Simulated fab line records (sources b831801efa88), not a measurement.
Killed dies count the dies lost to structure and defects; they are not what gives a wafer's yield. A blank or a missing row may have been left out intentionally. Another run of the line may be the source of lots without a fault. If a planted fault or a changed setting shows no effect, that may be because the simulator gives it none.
Matching of chambers + flow sky130 + SKY_PASSIVATION_CVD_02 on pecvd-03 has 3 sister chambers
The step deposits Si3N4, target thk 540 nm. 16 wafers are shown with their chamber, then 8 later ones without.

WAFERS WITH THEIR CHAMBER
| wafer  | chamber | heaterPowerW (W) |
|--------|---------|------------------|
| L081.1 | 1       | 722              |
| L081.4 | 2       | 779              |
| L081.6 | 0       | 546              |
| L087.1 | 2       | 733              |
| L087.2 | 0       | 562              |
| L087.3 | 1       | 659              |
| L087.4 | 2       | 740              |
| L087.5 | 0       | 578              |
| L087.6 | 1       | 679              |
| L089.1 | 2       | 734              |
| L089.4 | 1       | 759              |
| L089.6 | 2       | 755              |
| L090.1 | 0       | 519              |
| L090.2 | 2       | 753              |
| L090.5 | 0       | 535              |
| L094.2 | 0       | 542              |

SIGNATURES (averages over the wafers above)
| reading      | chamber 0 | chamber 1 | chamber 2 | scatter within a chamber |
|--------------|-----------|-----------|-----------|--------------------------|
| heaterPowerW | 547.00    | 704.75    | 749.00    | 27.2                     |
Rule: a wafer's distance from a chamber is the root of the sum, over the readings, of the square of ((its reading less the chamber's mean) divided by the reading's scatter). If the next closest chamber is less than 2 further off than the closest, the wafer can't be placed; otherwise it belongs to the closest. The scatter: take each reading less its chamber's mean, square it, sum over the shown wafers, divide by the number of wafers less the number of chambers, and take the root.

WAFERS WITH NO CHAMBER GIVEN
| wafer  | heaterPowerW (W) |
|--------|------------------|
| L094.3 | 739              |
| L094.4 | 561              |
| L095.1 | 538              |
| L095.2 | 664              |
| L095.3 | 736              |
| L095.4 | 747              |
| L095.5 | 685              |
| L095.6 | 552              |

WHICH CHAMBER EACH ONE RAN IN
| wafer  | from the rows above     | in truth |
|--------|-------------------------|----------|
| L094.3 | can't be placed: 2 or 1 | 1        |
| L094.4 | 0                       | 0        |
| L095.1 | 0                       | 0        |
| L095.2 | can't be placed: 1 or 2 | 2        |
| L095.3 | can't be placed: 2 or 1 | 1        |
| L095.4 | can't be placed: 2 or 1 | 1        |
| L095.5 | can't be placed: 1 or 2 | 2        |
| L095.6 | 0                       | 0        |
3 of 8 placed correctly. Unplaceable from these rows: 5, with the true chamber sitting among the candidates in 5. 0 placed wrongly.
